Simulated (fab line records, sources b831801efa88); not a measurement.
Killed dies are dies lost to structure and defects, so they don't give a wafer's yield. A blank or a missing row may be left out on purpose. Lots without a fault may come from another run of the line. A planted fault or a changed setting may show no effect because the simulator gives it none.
fab line records | flow sky130
record lots=13 wafers=39 last_day=50
route steps=708 shown VT_ADJUST_LVTN@115 VT_ADJUST_HVTR@139 POLY_CUT@310 SD_N@350
lots that met no fault: from a run of the same line without faults
start_h: hours from the record's first day to the start of the lot's first wafer shown | wait_h: hours since the lot's step before | " the same as in the row above | L1.1+2: a row that stands for several wafers | - no value, or no start given | * or withheld: withheld | < > ~ a bound
route shown NAME@n: a module of which the file shows steps, and the number in the route of the first | usual: mean/standard deviation of fault-free wafers | same: alike in all rows | chamber/n: place in a boat | sites: the reading at each site | _std_site: their standard deviation | _edge_site: outer sites' mean less inner sites' | radius_mm: how far each site lies from the wafer's centre | mask NAME#n: copy n | behind: the tool/chamber that last shaped the wafer | hold: why the lot was held/for how many hours/how that ended | device: the transistor (n, p or np) that didn't switch | end of line: the same wafers' tests at the end of the route | a step without rows: its recipe alone | killed: dies lost to structure and defects at the first sort, not the wafer's yield | map: a wafer's dies, x killed, . not, _ none there
set.NAME: the setting as run; set.NAME@STEP: as run at that earlier step | model.NAME: the simulator's own value behind a step, which no gauge read
steps of the route over a sample of lots; a table a step, a row a wafer
services: from which hour (start_h, from the record's first day; less than 0 if before it) a tool's chamber was out of use, for how many hours, and why
## steps
# step SKY_VT_ADJUST_LVTN_OVL_MEAS_18
# usual VT_ADJUST_LVTN_01_OVL=1.3/1.7
# columns lot.wafer tool chamber start_h wait_h VT_ADJUST_LVTN_01_OVL[nm]
L406.1 overlay-02 - 161.05 0.1 1.2
L406.5 " - " " 1.4
L406.6 " - " " 0.2
L407.2 overlay-01 - 165.45 0.1 -1.6
L407.3 " - " " -0.6
L407.5 " - " " -1.7
L408.1 overlay-01 - 169.24 0.1 0.9
L408.5 " - " " -1.0
L408.6 " - " " 0.3
L409.1 overlay-02 - 176.94 0.1 2.4
L409.2 " - " " 1.1
L409.5 " - " " 2.8
L410.1 overlay-01 - 184.20 0.1 3.9
L410.5 " - " " 4.1
L410.6 " - " " 3.9
L411.2 overlay-02 - 191.73 0.1 1.1
L411.3 " - " " 3.1
L411.6 " - " " 3.1
L412.1 overlay-02 - 196.25 0.1 1.7
L412.5 " - " " 1.9
L412.6 " - " " 2.5
L416.4 overlay-02 - 226.36 0.1 1.9
L416.5 " - " " 1.3
L416.6 " - " " 0.3
L417.1 overlay-01 - 251.13 0.1 1.2
L417.3 " - " " 1.3
L417.6 " - " " -1.5
L419.3 overlay-02 - 271.19 0.1 -1.9
L419.5 " - " " 0.1
L419.6 " - " " 1.1
L425.1 overlay-02 - 297.43 0.1 6.1
L425.2 " - " " 5.3
L425.3 " - " " 1.9
L426.4 overlay-02 - 299.66 0.1 3.6
L426.5 " - " " 3.6
L426.6 " - " " 3.8
L427.2 overlay-02 - 304.68 0.1 0.7
L427.4 " - " " 0.8
L427.6 " - " " 0.9
# step SKY_VT_ADJUST_HVTR_OVL_MEAS_08
# usual VT_ADJUST_HVTR_OVL=-0.5/1.3
# columns lot.wafer tool chamber start_h wait_h VT_ADJUST_HVTR_OVL[nm]
L406.1 overlay-01 - 203.46 0.1 0.2
L406.5 " - " " 0.7
L406.6 " - " " 2.0
L407.2 overlay-02 - 207.45 0.1 -0.2
L407.3 " - " " 0.2
L407.5 " - " " 2.0
L408.1 overlay-01 - 212.50 0.1 -2.9
L408.5 " - " " -2.6
L408.6 " - " " -2.9
L409.1 overlay-01 - 220.65 0.1 -3.4
L409.2 " - " " -2.2
L409.5 " - " " -0.5
L410.1 overlay-01 - 228.20 0.1 0.9
L410.5 " - " " 0.6
L410.6 " - " " 0.1
L411.2 overlay-02 - 237.42 0.1 -0.6
L411.3 " - " " -0.8
L411.6 " - " " -1.1
L412.1 overlay-02 - 242.31 0.1 -1.8
L412.5 " - " " -0.2
L412.6 " - " " -1.0
L416.4 overlay-02 - 275.61 0.1 -1.8
L416.5 " - " " 0.5
L416.6 " - " " -1.4
L417.1 overlay-02 - 301.26 0.1 -0.9
L417.3 " - " " -0.7
L417.6 " - " " -0.3
L419.3 overlay-01 - 322.66 0.1 -0.1
L419.5 " - " " 0.2
L419.6 " - " " -1.4
L425.1 overlay-02 - 351.36 0.1 1.7
L425.2 " - " " 1.9
L425.3 " - " " 2.7
L426.4 overlay-02 - 353.53 0.1 0.2
L426.5 " - " " -1.3
L426.6 " - " " 1.0
L427.2 overlay-01 - 359.12 0.1 0.6
L427.4 " - " " -0.1
L427.6 " - " " 0.7
# step SKY_POLY_CUT_COAT_03
# recipe resist=KrF-thick spin_rpm=3000 resist_thk_nm=450
# columns lot.wafer tool chamber start_h wait_h
L406.1+5+6 litho_track-04 0 544 -
L407.2+3+5 litho_track-02 0 547 -
L408.1+5+6 litho_track-03 0 557 -
L409.1+2+5 litho_track-03 0 564 -
L410.1+5+6 litho_track-03 0 572 -
L411.2+3+6 litho_track-04 0 580 -
L412.1+5+6 litho_track-02 0 589 -
L416.4+5+6 litho_track-02 0 629 -
L417.1+3+6 litho_track-04 0 661 -
L419.3+5+6 litho_track-04 0 682 -
L425.1+2+3 litho_track-02 0 708 -
L426.4+5+6 litho_track-03 0 711 -
L427.2+4+6 litho_track-03 0 713 -
# step SKY_POLY_CUT_STRIP_12
# recipe chemistry=O2/N2 power_w=1400 pressure_mtorr=1500 platen_temp_c=withheld o2_flow_sccm=3000 n2_flow_sccm=300 overash_fraction=0.5
# usual drypump_motor_current_A=5.36/0.21 oes_product_au=0.452/0.0045 strip_time_to_endpoint_s=5.343/0.015
# columns lot.wafer tool chamber start_h wait_h drypump_motor_current_A oes_product_au rf_hours_counter_h strip_time_to_endpoint_s
L406.1 plasma_asher-02 0 560.63 0.0 5.63 0.453 80 5.335
L406.5 " 1 " " 5.47 0.447 - 5.329
L406.6 " 0 " " 5.66 0.445 - 5.332
L407.2 plasma_asher-04 0 562.71 0.0 5.34 0.453 77 5.366
L407.3 " 1 " " 5.00 0.460 - 5.332
L407.5 " 0 " " 5.35 0.454 - 5.369
L408.1 plasma_asher-04 0 572.53 0.0 5.28 0.442 78 5.329
L408.5 " 1 " " 4.98 0.457 - 5.329
L408.6 " 0 " " 5.32 0.455 - 5.356
L409.1 plasma_asher-04 1 579.08 0.0 4.97 0.450 79 5.327
L409.2 " 0 " " 5.38 0.447 79 5.358
L409.5 " 1 " " 4.98 0.449 - 5.353
L410.1 plasma_asher-02 0 587.26 0.0 5.56 0.457 80 5.344
L410.5 " 0 " " 5.62 0.446 - 5.329
L410.6 " 1 " " 5.50 0.450 - 5.338
L411.2 plasma_asher-01 0 595.13 0.0 5.43 0.458 48 5.322
L411.3 " 0 " " 5.43 0.454 - 5.327
L411.6 " 0 " " 5.43 0.454 - 5.335
L412.1 plasma_asher-04 0 604.58 0.0 5.29 0.450 82 5.360
L412.5 " 0 " " 5.32 0.453 - 5.352
L412.6 " 1 " " 4.98 0.449 - 5.342
L416.4 plasma_asher-01 0 644.32 0.1 5.43 0.450 - 5.359
L416.5 " 1 " " 5.47 0.455 - 5.354
L416.6 " 0 " " 5.44 0.453 - 5.362
L417.1 plasma_asher-01 0 675.73 0.0 5.45 0.423 56 4.819
L417.3 " 0 " " 5.46 0.428 - 4.822
L417.6 " 0 " " 5.46 0.431 - 4.813
L419.3 plasma_asher-01 0 696.16 0.1 5.45 0.435 - 4.835
L419.5 " 0 " " 5.44 0.428 - 4.832
L419.6 " 1 " " 5.48 0.440 - 4.839
L425.1 plasma_asher-02 1 722.98 0.0 5.51 0.453 93 5.339
L425.2 " 0 " " 5.62 0.464 93 5.347
L425.3 " 1 " " 5.51 0.456 - 5.335
L426.4 plasma_asher-02 0 725.21 0.1 5.62 0.446 - 5.342
L426.5 " 0 " " 5.65 0.446 - 5.348
L426.6 " 1 " " 5.50 0.455 - 5.334
L427.2 plasma_asher-04 1 728.28 0.0 4.98 0.446 94 5.329
L427.4 " 0 " " 5.37 0.449 - 5.335
L427.6 " 0 " " 5.33 0.443 - 5.338
# step SKY_SD_N_OVL_MEAS_08
# usual SD_N_OVL=-0.5/1.5
# columns lot.wafer tool chamber start_h wait_h SD_N_OVL[nm]
L406.1 overlay-01 - 649.16 0.1 -2.3
L406.5 " - " " -1.8
L406.6 " - " " -2.6
L407.2 overlay-01 - 650.76 0.1 0.5
L407.3 " - " " 1.5
L407.5 " - " " 0.8
L408.1 overlay-02 - 660.11 0.1 0.0
L408.5 " - " " 0.5
L408.6 " - " " 2.3
L409.1 overlay-02 - 665.26 0.1 -1.9
L409.2 " - " " -0.3
L409.5 " - " " -0.6
L410.1 overlay-02 - 675.04 0.1 -1.1
L410.5 " - " " -1.8
L410.6 " - " " -2.0
L411.2 overlay-01 - 681.46 0.1 1.2
L411.3 " - " " 1.4
L411.6 " - " " 1.1
L412.1 overlay-01 - 691.31 0.1 -0.7
L412.5 " - " " 0.2
L412.6 " - " " -1.3
L416.4 overlay-02 - 728.48 0.1 -1.0
L416.5 " - " " -1.2
L416.6 " - " " -1.1
L417.1 overlay-01 - 759.21 0.1 -1.4
L417.3 " - " " -3.0
L417.6 " - " " -1.9
L419.3 overlay-02 - 779.67 0.1 -3.4
L419.5 " - " " -0.9
L419.6 " - " " -3.1
L425.1 overlay-02 - 804.36 0.1 -1.4
L425.2 " - " " 0.5
L425.3 " - " " -0.3
L426.4 overlay-02 - 806.08 0.1 1.0
L426.5 " - " " -0.1
L426.6 " - " " 0.6
L427.2 overlay-01 - 809.72 0.1 0.3
L427.4 " - " " -0.4
L427.6 " - " " 0.7
## services
# columns tool chamber start_h hours kind
plasma_asher-02 - 561.19 24.3 repair
plasma_asher-02 - 561.22 2.3 repair
plasma_asher-01 - 616.12 4.0 pm
plasma_asher-02 - 691.14 0.9 repair
plasma_asher-01 - 717.59 0.9 repair
## key
first_sign step=SKY_POLY_CUT_STRIP_12 reading=strip_time_to_endpoint_s direction=down sigmas=35 usual=* struck=*
effect step=SKY_POLY_CUT_STRIP_12 reading=oes_product_au direction=down sigmas=4.6 usual=0.452 struck=0.431
met_at SKY_POLY_CUT_COAT_03
struck_lots L417,L419
tester_left_out L417,L419
not_acting_at SKY_VT_ADJUST_LVTN_OVL_MEAS_18,SKY_VT_ADJUST_HVTR_OVL_MEAS_08,SKY_SD_N_OVL_MEAS_08
onset_between 580 661
also_fits SKY_POLY_CUT_STRIP_12:plasma_asher-01
fault kind=process_parameter_drift tool=litho_track-04 chamber=- onset_h=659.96 steps=SKY_POLY_CUT_COAT_03 channel=resist_thk_nm offset=-51.534 shape=step end_h=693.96 acts_in=these_recipes_only stated=450
# tester_left_out: of these lots the tester's yield and bins aren't shown, on N5 and GAA mostly nor the transistor test; their killed dies are dies lost to structure and defects alone, not to doping, threshold or leakage, so they don't give the yield
